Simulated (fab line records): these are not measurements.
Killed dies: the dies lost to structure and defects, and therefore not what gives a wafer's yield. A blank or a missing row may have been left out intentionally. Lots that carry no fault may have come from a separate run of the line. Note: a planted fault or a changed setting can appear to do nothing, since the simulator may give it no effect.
Which tool is to blame? :: flow gf180mcu :: 36 wafers from 12 lots sampled at 5 of the route's 602 steps

== WHAT EACH GAUGE READ, for each wafer ==
GF_MIM_THK_MEAS_06.
lot: L565
measured: day 24 16:40
on: film-metro-04
MIM_CVD_05_THK (nm): 40.9 41.1 42.0

lot: L566
measured: day 25 04:47
on: film-metro-01
MIM_CVD_05_THK (nm): 42.2 41.3 42.6

lot: L567
measured: day 25 08:10
on: film-metro-03
MIM_CVD_05_THK (nm): 41.2 41.8 41.1

lot: L568
measured: day 25 17:50
on: film-metro-01
MIM_CVD_05_THK (nm): 41.7 42.6 42.6

lot: L569
measured: day 26 08:44
on: film-metro-04
MIM_CVD_05_THK (nm): 41.3 42.0 41.7

lot: L570
measured: day 26 16:24
on: film-metro-04
MIM_CVD_05_THK (nm): 42.7 42.8 42.0

lot: L571
measured: day 26 22:13
on: film-metro-03
MIM_CVD_05_THK (nm): 41.4 42.0 41.5

lot: L572
measured: day 27 07:24
on: film-metro-03
MIM_CVD_05_THK (nm): 41.1 41.4 41.7

lot: L581
measured: day 29 15:26
on: film-metro-04
MIM_CVD_05_THK (nm): 41.4 42.2 42.3

lot: L582
measured: day 29 23:58
on: film-metro-03
MIM_CVD_05_THK (nm): 41.6 42.0 41.7

lot: L585
measured: day 30 14:34
on: film-metro-01
MIM_CVD_05_THK (nm): 41.4 41.9 42.8

lot: L586
measured: day 31 01:00
on: film-metro-01
MIM_CVD_05_THK (nm): 42.1 41.8 42.5

GF_M5_CD_MEAS_07 targets a cd of 280 nm.
lot: L565
measured: day 26 10:58
on: cd-sem-02
cd-nm (nm): 278.6 279.0 279.1

lot: L566
measured: day 26 22:28
on: cd-sem-01
cd-nm (nm): 281.4 281.0 279.9

lot: L567
measured: day 27 02:00
on: cd-sem-02
cd-nm (nm): 279.5 280.4 279.4

lot: L568
measured: day 27 11:08
on: cd-sem-02
cd-nm (nm): 278.4 277.4 279.3

lot: L569
measured: day 28 01:26
on: cd-sem-01
cd-nm (nm): 279.5 280.5 281.1

lot: L570
measured: day 28 08:25
on: cd-sem-02
cd-nm (nm): 279.1 280.4 280.6

lot: L571
measured: day 28 15:19
on: cd-sem-01
cd-nm (nm): 278.1 279.2 278.7

lot: L572
measured: day 28 23:57
on: cd-sem-02
cd-nm (nm): 277.8 278.9 279.5

lot: L581
measured: day 31 04:08
on: cd-sem-02
cd-nm (nm): 280.9 281.5 281.2

lot: L582
measured: day 31 12:46
on: cd-sem-01
cd-nm (nm): 281.2 280.4 280.4

lot: L585
measured: day 32 01:36
on: cd-sem-01
cd-nm (nm): 281.3 281.7 280.8

lot: L586
measured: day 32 10:24
on: cd-sem-01
cd-nm (nm): 279.5 279.8 280.2

GF_M5_OVL_MEAS_08.
lot: L565
measured: day 26 11:05
on: overlay-01
M5_OVL (nm): -1 1 3

lot: L566
measured: day 26 22:35
on: overlay-02
M5_OVL (nm): 7 6 8

lot: L567
measured: day 27 02:07
on: overlay-01
M5_OVL (nm): 3 6 7

lot: L568
measured: day 27 11:15
on: overlay-01
M5_OVL (nm): 3 0 0

lot: L569
measured: day 28 01:32
on: overlay-02
M5_OVL (nm): 0 2 -1

lot: L570
measured: day 28 08:29
on: overlay-01
M5_OVL (nm): 5 3 4

lot: L571
measured: day 28 15:26
on: overlay-01
M5_OVL (nm): -1 3 2

lot: L572
measured: day 29 00:04
on: overlay-02
M5_OVL (nm): -5 0 -5

lot: L581
measured: day 31 04:14
on: overlay-02
M5_OVL (nm): -9 3 -2

lot: L582
measured: day 31 12:53
on: overlay-01
M5_OVL (nm): -5 -1 -6

lot: L585
measured: day 32 01:43
on: overlay-01
M5_OVL (nm): 1 -3 2

lot: L586
measured: day 32 10:31
on: overlay-01
M5_OVL (nm): 8 7 4

== WHICH TOOL RAN EACH LOT (tool, then ch and the chambers of the sampled wafers, then the start) ==
lot: L565
GF_MIM_SPUTTER_07: pvd-sputter-03, day 24 16:44
GF_MIM_METAL_ETCH_19: rie-metal-03 ch 0,1, day 25 13:54

lot: L566
GF_MIM_SPUTTER_07: pvd-sputter-04, day 25 04:50
GF_MIM_METAL_ETCH_19: rie-metal-03 ch 1, day 26 02:07

lot: L567
GF_MIM_SPUTTER_07: pvd-sputter-03, day 25 08:14
GF_MIM_METAL_ETCH_19: rie-metal-03 ch 1, day 26 05:24

lot: L568
GF_MIM_SPUTTER_07: pvd-sputter-01, day 25 17:53
GF_MIM_METAL_ETCH_19: rie-metal-04 ch 0,1, day 26 13:48

lot: L569
GF_MIM_SPUTTER_07: pvd-sputter-01, day 26 08:47
GF_MIM_METAL_ETCH_19: rie-metal-04 ch 0,1, day 27 04:55

lot: L570
GF_MIM_SPUTTER_07: pvd-sputter-01, day 26 16:26
GF_MIM_METAL_ETCH_19: rie-metal-02 ch 0,1, day 27 12:13

lot: L571
GF_MIM_SPUTTER_07: pvd-sputter-01, day 26 22:17
GF_MIM_METAL_ETCH_19: rie-metal-02 ch 0,1, day 27 18:57

lot: L572
GF_MIM_SPUTTER_07: pvd-sputter-01, day 27 07:28
GF_MIM_METAL_ETCH_19: rie-metal-03 ch 0,1, day 28 03:45

lot: L581
GF_MIM_SPUTTER_07: pvd-sputter-03, day 29 15:29
GF_MIM_METAL_ETCH_19: rie-metal-04 ch 0,1, day 30 10:11

lot: L582
GF_MIM_SPUTTER_07: pvd-sputter-01, day 30 00:02
GF_MIM_METAL_ETCH_19: rie-metal-04 ch 0,1, day 30 18:03

lot: L585
GF_MIM_SPUTTER_07: pvd-sputter-01, day 30 14:38
GF_MIM_METAL_ETCH_19: rie-metal-02 ch 0,1, day 31 08:00

lot: L586
GF_MIM_SPUTTER_07: pvd-sputter-01, day 31 01:04
GF_MIM_METAL_ETCH_19: rie-metal-04 ch 0,1, day 31 18:25
- GF_MIM_SPUTTER_07: material TiN, target thk 60 nm, time 50 s.
- GF_MIM_METAL_ETCH_19: etches the open film in Cl2/BCl3, stops on Si3N4, target depth 324.5 nm, time 54.1 s.

== WHAT THE TOOLS THEMSELVES READ (means of the sampled wafers that have a number; where no wafer has one, the mark that the record gives instead) ==
GF_MIM_SPUTTER_07.
lot: L565
tool: pvd-sputter-03
cathode-dc-power-W (W): 6499.3
throttle-valve-pct (%): 30.2

lot: L566
tool: pvd-sputter-04
cathode-dc-power-W (W): 6500.4
throttle-valve-pct (%): 29.6

lot: L567
tool: pvd-sputter-03
cathode-dc-power-W (W): 6500.1
throttle-valve-pct (%): 29.6

lot: L568
tool: pvd-sputter-01
cathode-dc-power-W (W): 6499.7
throttle-valve-pct (%): 30.4

lot: L569
tool: pvd-sputter-01
cathode-dc-power-W (W): 6499.9
throttle-valve-pct (%): 30.5

lot: L570
tool: pvd-sputter-01
cathode-dc-power-W (W): 6501.0
throttle-valve-pct (%): 29.7

lot: L571
tool: pvd-sputter-01
cathode-dc-power-W (W): 6499.6
throttle-valve-pct (%): 29.7

lot: L572
tool: pvd-sputter-01
cathode-dc-power-W (W): 6499.6
throttle-valve-pct (%): 30.3

lot: L581
tool: pvd-sputter-03
cathode-dc-power-W (W): 6499.5
throttle-valve-pct (%): 30.0

lot: L582
tool: pvd-sputter-01
cathode-dc-power-W (W): 6501.1
throttle-valve-pct (%): 30.2

lot: L585
tool: pvd-sputter-01
cathode-dc-power-W (W): 6499.4
throttle-valve-pct (%): 30.0

lot: L586
tool: pvd-sputter-01
cathode-dc-power-W (W): 6500.0
throttle-valve-pct (%): 30.3

GF_MIM_METAL_ETCH_19.
lot: L565
tool: rie-metal-03
chamber-pressure-mTorr (mTorr): 8.001
drypump-motor-current-A (A): 5.8
oes-product-au (a.u.): 0.944
throttle-valve-pct (%): 28.279

lot: L566
tool: rie-metal-03
chamber-pressure-mTorr (mTorr): 8.003
drypump-motor-current-A (A): 5.4
oes-product-au (a.u.): 0.945
throttle-valve-pct (%): 28.283

lot: L567
tool: rie-metal-03
chamber-pressure-mTorr (mTorr): 8.002
drypump-motor-current-A (A): 5.4
oes-product-au (a.u.): 0.945
throttle-valve-pct (%): 28.287

lot: L568
tool: rie-metal-04
chamber-pressure-mTorr (mTorr): 8.006
drypump-motor-current-A (A): 5.6
oes-product-au (a.u.): 0.945
throttle-valve-pct (%): 28.272

lot: L569
tool: rie-metal-04
chamber-pressure-mTorr (mTorr): 8.003
drypump-motor-current-A (A): 5.6
oes-product-au (a.u.): 0.945
throttle-valve-pct (%): 28.283

lot: L570
tool: rie-metal-02
chamber-pressure-mTorr (mTorr): 8.003
drypump-motor-current-A (A): 5.1
oes-product-au (a.u.): 0.897
throttle-valve-pct (%): 28.326

lot: L571
tool: rie-metal-02
chamber-pressure-mTorr (mTorr): 8.000
drypump-motor-current-A (A): 5.1
oes-product-au (a.u.): 0.892
throttle-valve-pct (%): 28.312

lot: L572
tool: rie-metal-03
chamber-pressure-mTorr (mTorr): 8.000
drypump-motor-current-A (A): 6.2
oes-product-au (a.u.): 0.903
throttle-valve-pct (%): 28.331

lot: L581
tool: rie-metal-04
chamber-pressure-mTorr (mTorr): 8.000
drypump-motor-current-A (A): 5.6
oes-product-au (a.u.): 0.946
throttle-valve-pct (%): 28.276

lot: L582
tool: rie-metal-04
chamber-pressure-mTorr (mTorr): 7.990
drypump-motor-current-A (A): 5.7
oes-product-au (a.u.): 0.942
throttle-valve-pct (%): 28.287

lot: L585
tool: rie-metal-02
chamber-pressure-mTorr (mTorr): 8.004
drypump-motor-current-A (A): 5.4
oes-product-au (a.u.): 0.938
throttle-valve-pct (%): 28.281

lot: L586
tool: rie-metal-04
chamber-pressure-mTorr (mTorr): 7.996
drypump-motor-current-A (A): 5.6
oes-product-au (a.u.): 0.941
throttle-valve-pct (%): 28.294

== THE ANSWER, worked out from the rows above alone ==
Rule: usual is defined by the lots themselves. Put in order of their means at a reading, lots are off if they are a third of the lots or fewer, leave a main group of 4 or more, and stand apart from it by a gap of 3 or more times the standard deviation of the main group's means; of several such gaps the widest counts. A main group is skipped when, at the precision printed for the reading in the tables above, its means are all equal. Also off: a lot with no number at a reading for which 4 or more lots have one. The other lots that the step has rows for count as sound. The gauges are gone through in route order, then the tools' own readings, and for those a lot's mean is taken as printed above. The first step at which some lot is off is used, and at that step the reading that is off furthest; a lot without a number counts as furthest.
Off, at GF_MIM_METAL_ETCH_19 on oes-product-au: L570, L571, L572. Mean 0.943 a.u. and standard deviation 0.0025 in the main group.
If a tool, at that step or one of the process steps before it, ran each lot that is off and ran no sound lot following the first of them, it fits. None of those tried fits.

== WHAT THE SIMULATOR PUT IN ==
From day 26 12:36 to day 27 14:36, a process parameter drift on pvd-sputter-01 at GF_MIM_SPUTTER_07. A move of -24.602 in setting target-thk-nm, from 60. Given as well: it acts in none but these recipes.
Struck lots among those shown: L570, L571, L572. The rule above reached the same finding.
